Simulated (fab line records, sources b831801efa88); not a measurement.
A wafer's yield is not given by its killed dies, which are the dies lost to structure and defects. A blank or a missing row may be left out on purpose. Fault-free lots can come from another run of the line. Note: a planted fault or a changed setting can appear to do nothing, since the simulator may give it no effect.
One fault seen from 2 desks / flow sky130 / what lay behind the numbers comes last; until then each desk has only its own

== THE TOOL OWNER'S DESK: lpcvd-02 ==
The tool's own readings at SKY_POLY_GATE_CVD_03 (deposits Si3N4 from DCS/NH3, target thk 75 nm, time 1290 s): means of the sampled wafers that have a number, for each lot that ran on this tool. Any lot whose mean is over 4 standard deviations away from the usual mean is out of limits and marked OUT; that distance is given in the brackets.
Columns: A = zone-power-centre-pct at SKY_POLY_GATE_CVD_03, usual 12.4 %
lot=L929; first seen here=day 15 09:00; A=11.8
lot=L930; first seen here=day 15 23:33; A=11.8
lot=L933; first seen here=day 16 22:01; A=13.4
lot=L943; first seen here=day 20 13:25; A=13.4
lot=L944; first seen here=day 21 01:40; A=11.7
lot=L945; first seen here=day 21 05:58; A=11.7
lot=L948; first seen here=day 22 11:11; A=11.8
lot=L949; first seen here=day 22 17:16; A=13.4
lot=L950; first seen here=day 23 01:57; A=13.4
lot=L951; first seen here=day 23 05:08; A=13.3
This desk's verdict: no lot among the 10 shows anything out of limits.

== METROLOGY DESK ==
What the gauges read, lot by lot, whatever tool the lot ran on: means of the sampled wafers that have a number. Any lot whose mean is over 4 standard deviations away from the usual mean is out of limits and marked OUT; that distance is given in the brackets.
Columns: A = POLY_GATE_CVD_03_THK at SKY_POLY_GATE_THK_MEAS_04, usual 75.2 nm; B = cd-nm at SKY_LI_CONTACT_CD_MEAS_12, usual 170.1 nm
lot=L929; first seen here=day 15 10:22; A=75.9; B=168.5
lot=L930; first seen here=day 16 00:55; A=75.3; B=169.8
lot=L933; first seen here=day 16 23:23; A=46.4 (-52) OUT; B=168.0
lot=L943; first seen here=day 20 14:47; A=75.2; B=169.9
lot=L944; first seen here=day 21 03:02; A=75.1; B=168.7
lot=L945; first seen here=day 21 07:20; A=74.6; B=171.4
lot=L948; first seen here=day 22 12:33; A=75.0; B=171.6
lot=L949; first seen here=day 22 18:38; A=75.6; B=170.4
lot=L950; first seen here=day 23 03:19; A=74.1; B=169.5
lot=L951; first seen here=day 23 06:30; A=74.9; B=170.8
This desk's result: L933 out of limits, first on L933 (POLY_GATE_CVD_03_THK at SKY_POLY_GATE_THK_MEAS_04), day 16 23:23. In limits: L929, L930, L943, L944, L945, L948, L949, L950, L951.

== TAKEN TOGETHER ==
On L933, the metrology desk was in a position to raise an alarm at day 16 23:23.
Nothing out of limits was seen by the tool owner's desk.
The tool owner's desk has L933 on record, within its limits.
The lots listed all ran SKY_POLY_GATE_CVD_03 on lpcvd-02.

== WHAT THE SIMULATOR HAD PUT IN ==
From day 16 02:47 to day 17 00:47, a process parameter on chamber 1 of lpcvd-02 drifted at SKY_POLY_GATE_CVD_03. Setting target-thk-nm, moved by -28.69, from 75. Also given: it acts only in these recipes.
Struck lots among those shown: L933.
Hours from the fault's start to each desk's first reading out of limits: the metrology desk, 21.
